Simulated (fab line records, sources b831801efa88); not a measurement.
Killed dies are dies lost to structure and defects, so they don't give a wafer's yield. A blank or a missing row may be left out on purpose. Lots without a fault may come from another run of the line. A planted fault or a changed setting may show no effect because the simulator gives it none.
One fault seen from 2 desks | flow gf180mcu | each desk has only its own numbers; what lay behind them comes last

THE TOOL OWNER'S DESK: cvd_w-02
The tool's own readings at GF_CONTACT_CVD_24 (deposits W, target thk 300 nm, time 90.339 s): means of the sampled wafers that have a number, for each lot that ran on this tool. A lot is out of limits, marked OUT, if its mean lies more than 4 standard deviations from the usual mean; the brackets give that distance.
Columns: A = heater_power_w at GF_CONTACT_CVD_24, usual 901 W
lot  | first seen here | A
L599 | day 16 08:41    | 906
L604 | day 18 08:26    | 871
L608 | day 19 20:59    | 843
L614 | day 22 04:17    | 867
L617 | day 23 02:40    | 867
L620 | day 24 02:23    | 879
This desk's finding: nothing out of limits on any of the 6 lots.

THE METROLOGY DESK
What the gauges read, lot by lot, whatever tool the lot ran on: means of the sampled wafers that have a number. A lot is out of limits, marked OUT, if its mean lies more than 4 standard deviations from the usual mean; the brackets give that distance.
Columns: A = CONTACT_CVD_02_THK at GF_CONTACT_THK_MEAS_03, usual 860 nm; B = CONTACT_OVL at GF_CONTACT_OVL_MEAS_15, usual -1 nm; C = CONTACT_W_RS at GF_CONTACT_RS_MEAS_25, usual 0.382 ohm/sq; D = CONTACT_W_THK at GF_CONTACT_THK_MEAS_26, usual 299 nm
lot  | first seen here | A   | B  | C                | D
L599 | day 15 09:57    | 873 | 0  | 0.379            | 301
L601 | day 16 03:45    | 866 | -2 | 0.375            | 303
L602 | day 16 13:11    | 854 | -0 | 0.383            | 296
L604 | day 17 08:01    | 851 | -4 | 0.385            | 299
L606 | day 18 04:43    | 856 | 9  | 0.377            | 303
L608 | day 18 19:23    | 846 | -2 | 0.383            | 297
L609 | day 19 06:19    | 879 | 4  | 0.381            | 299
L614 | day 21 03:41    | 864 | 5  | 0.386            | 295
L617 | day 22 02:33    | 850 | 1  | 0.361 (-4.1) OUT | 316
L619 | day 22 17:56    | 864 | 4  | 0.373            | 306
L620 | day 23 03:08    | 870 | -9 | 0.365            | 315
L621 | day 23 12:55    | 866 | -5 | 0.386            | 295
This desk's finding: out of limits on L617; first on L617, day 23 02:46 (CONTACT_W_RS at GF_CONTACT_RS_MEAS_25). In limits: L599, L601, L602, L604, L606, L608, L609, L614, L619, L620, L621.

PUT TOGETHER
The metrology desk could have raised an alarm at day 23 02:46, on L617.
The tool owner's desk saw nothing out of limits.
The tool owner's desk has L617 on record, within its limits.
Of the lots named, all ran GF_CONTACT_CVD_24 on cvd_w-02.

WHAT THE SIMULATOR HAD PUT IN
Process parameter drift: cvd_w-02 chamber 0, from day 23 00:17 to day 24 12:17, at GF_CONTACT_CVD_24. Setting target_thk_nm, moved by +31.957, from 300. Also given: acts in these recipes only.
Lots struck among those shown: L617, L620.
Hours from the fault's start to each desk's first reading out of limits: the metrology desk, 2.
